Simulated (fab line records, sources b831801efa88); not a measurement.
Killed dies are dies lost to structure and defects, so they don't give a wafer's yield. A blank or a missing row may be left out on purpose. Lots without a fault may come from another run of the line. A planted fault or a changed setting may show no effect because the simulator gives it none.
A struck lot beside a sound one | flow sky130 | 42 steps out of a route of 708
Sound: wafers L739.2, L739.3, L739.4. Struck: wafer L748.6. (L748.4 of the same lot was not struck and is left out.) The cause comes at the end.
At each step with rows: each side's tool, then ch and its chambers, then its first start. Under that, the readings that differ: sound wafers | struck wafers | difference of the means | sigmas: that difference in standard deviations of wafers without a fault.
alike: readings whose means differ by less than 2 such deviations, and words and numbers that are the same on both sides. not compared: withheld readings, readings that some wafer has no value for, bounds like >300 that may hide the same value, and numbers for which the record gives no deviation and whose values overlap.
The two part at a step that has a row with sigmas, a row that says differs or no value, or rows on one side only. Numbers that don't overlap but have no deviation are shown without sigmas and don't part them. A reading that every wafer of one side lacks parts them only if that side has two wafers or more.

SKY_SD_P_CD_MEAS_07: target cd 380 nm.
  sound on cd_sem-01, day 26 20:16; struck on cd_sem-02, day 29 20:52
  alike: cd_nm
SKY_SD_P_OVL_MEAS_08:
  sound on overlay-01, day 26 20:22; struck on overlay-02, day 29 20:56
  alike: SD_P_OVL
then, 1 step without rows for these wafers: SKY_SD_P_IMPLANT_09.
SKY_SD_P_STRIP_10: strips in O2/N2.
  sound on plasma_asher-03 ch 0,1, day 26 20:33; struck on plasma_asher-03 ch 1, day 29 21:08
  alike: drypump_motor_current_A, oes_product_au, strip_time_to_endpoint_s
  not compared: rf_hours_counter_h
SKY_SD_P_TW_MEAS_11:
  sound on film_metro-04, day 26 20:40; struck on film_metro-03, day 29 21:14
  reading | sound          | struck | difference | sigmas
  SD_P_TW | 2872 2875 2876 | 2832   | -42        | -3
then, 7 steps without rows for these wafers: SKY_RES_XHIGH_DEHYDRATE_00 (time 60 s); SKY_RES_XHIGH_HMDS_01 (prime time 60 s); SKY_RES_XHIGH_COAT_02 (resist thk 1140 nm); SKY_RES_XHIGH_SOFTBAKE_03 (time 60 s); SKY_RES_XHIGH_EXPOSE_04 (exposes mask URPM, target cd 1270 nm); SKY_RES_XHIGH_PEB_05; SKY_RES_XHIGH_DEVELOP_06 (develop time 60 s).
SKY_RES_XHIGH_IMPLANT_07:
  sound on implanter-01 ch 0, day 28 01:25; struck on implanter-04 ch 0, day 31 01:31
  alike: dose_ions_cm2, tilt_deg
SKY_RES_XHIGH_STRIP_08: strips in O2/N2.
  sound on plasma_asher-01 ch 0,1, day 28 01:33; struck on plasma_asher-01 ch 1, day 31 01:38
  alike: drypump_motor_current_A, oes_product_au, strip_time_to_endpoint_s
  not compared: rf_hours_counter_h
SKY_RES_XHIGH_TW_MEAS_09:
  sound on film_metro-03, day 28 01:40; struck on film_metro-03, day 31 01:44
  alike: RES_XHIGH_TW
then, 7 steps without rows for these wafers: SKY_SD_N_DEHYDRATE_00 (time 60 s); SKY_SD_N_HMDS_01 (prime time 60 s); SKY_SD_N_COAT_02 (resist thk 1140 nm); SKY_SD_N_SOFTBAKE_03 (time 60 s); SKY_SD_N_EXPOSE_04 (exposes mask NSDM, target cd 380 nm); SKY_SD_N_PEB_05; SKY_SD_N_DEVELOP_06 (develop time 60 s).
SKY_SD_N_CD_MEAS_07: target cd 380 nm.
  sound on cd_sem-02, day 29 05:46; struck on cd_sem-01, day 32 05:45
  alike: cd_nm
SKY_SD_N_OVL_MEAS_08:
  sound on overlay-02, day 29 05:52; struck on overlay-02, day 32 05:50
  alike: SD_N_OVL
then, 2 steps without rows for these wafers: SKY_SD_N_IMPLANT_09; SKY_SD_N_IMPLANT_10.
SKY_SD_N_STRIP_11: strips in O2/N2.
  sound on plasma_asher-01 ch 0,1, day 29 06:12; struck on plasma_asher-02 ch 1, day 32 06:11
  reading                     | sound       | struck | difference | sigmas
  drypump_motor_current_A (A) | 5.5 5.5 5.4 | 6.5    | +1.0       | +2
  alike: oes_product_au, strip_time_to_endpoint_s
  not compared: rf_hours_counter_h
SKY_SD_N_TW_MEAS_12:
  sound on film_metro-04, day 29 06:19; struck on film_metro-04, day 32 06:17
  alike: SD_N_TW
then, 1 step without rows for these wafers: SKY_SD_N_CLEAN_13 (cleans in SC1/SC2, time 150 s).
SKY_SD_N_RTA_14: time 2 s.
  sound on rtp_anneal-01 ch 0, day 29 06:25; struck on rtp_anneal-02 ch 0, day 32 06:23
  alike: chamber_o2_ppm, lamp_power_pct, wafer_temp_C_max
SKY_SD_N_RS_MEAS_16: measures by four-point-probe.
  sound on film_metro-02, day 29 06:37; struck on film_metro-02, day 32 06:35
  reading          | sound             | struck | difference | sigmas
  SD_N_RS (ohm/sq) | 68.44 68.56 68.50 | 68.73  | +0.23      | +2
SKY_SD_N_RS_MEAS_17: measures by four-point-probe.
  sound on film_metro-02, day 29 06:44; struck on film_metro-02, day 32 06:43
  alike: SD_P_RS
SKY_SD_N_RS_MEAS_18: measures by four-point-probe.
  sound on film_metro-02, day 29 06:51; struck on film_metro-02, day 32 06:50
  alike: RES_XHIGH_RS
then, 2 steps without rows for these wafers: SKY_SALICIDE_CLEAN_00 (cleans in HF-last, time 30 s); SKY_LI_CONTACT_HDPCVD_00 (deposits PSG, target thk 930 nm, time 155 s).
SKY_LI_CONTACT_THK_MEAS_01:
  sound on film_metro-02, day 29 07:08; struck on film_metro-03, day 32 07:02
  alike: LI_CONTACT_HDPCVD_THK
SKY_LI_CONTACT_CMP_02: polishes PSG.
  sound on cmp-01 ch 1,2,3, day 29 07:11; struck on cmp-02 ch 2, day 32 07:13
  alike: motor_current_A, retaining_ring_pressure_frac, time_to_endpoint_s
SKY_LI_CONTACT_BOW_MEAS_03:
  sound on film_metro-04, day 29 07:31; struck on film_metro-02, day 32 07:26
  alike: LI_CONTACT_BOW
then, 3 steps without rows for these wafers: SKY_LI_CONTACT_DEHYDRATE_04 (time 60 s); SKY_LI_CONTACT_HMDS_05 (prime time 60 s); SKY_LI_CONTACT_COAT_06 (resist thk 60 nm).
-- the record jumps here: 17 days lie between the struck wafers' starts before and after (it left off in module LI_CONTACT and takes up again in module PAD_OPEN, whose first step shown is number 708 of the route) --
SKY_PAD_OPEN_PROBE_99:
  sound on prober-02, day 46 20:28; struck on prober-02, day 49 01:25
  reading                                  | sound             | struck | difference | sigmas
  model.etest.res_xhigh_po.rs_ohm_sq_range | 152.4 166.5 130.6 | 193.8  | +44.0      |
  alike: killed_at_M0_to_M3, killed_at_M4_up, killed_at_contacts, killed_at_front_end, killed_at_other, killed_dies, killed_on_rim, killed_open, killed_short

WHERE THEY PART
First at SKY_SD_P_TW_MEAS_11; last, within this record, at SKY_SD_N_RS_MEAS_16. Later steps at which nothing parts them and some readings are alike: SKY_SD_N_RS_MEAS_17, SKY_SD_N_RS_MEAS_18, SKY_LI_CONTACT_THK_MEAS_01, SKY_LI_CONTACT_CMP_02, SKY_LI_CONTACT_BOW_MEAS_03, SKY_PAD_OPEN_PROBE_99.

WHY: what the simulator had put in
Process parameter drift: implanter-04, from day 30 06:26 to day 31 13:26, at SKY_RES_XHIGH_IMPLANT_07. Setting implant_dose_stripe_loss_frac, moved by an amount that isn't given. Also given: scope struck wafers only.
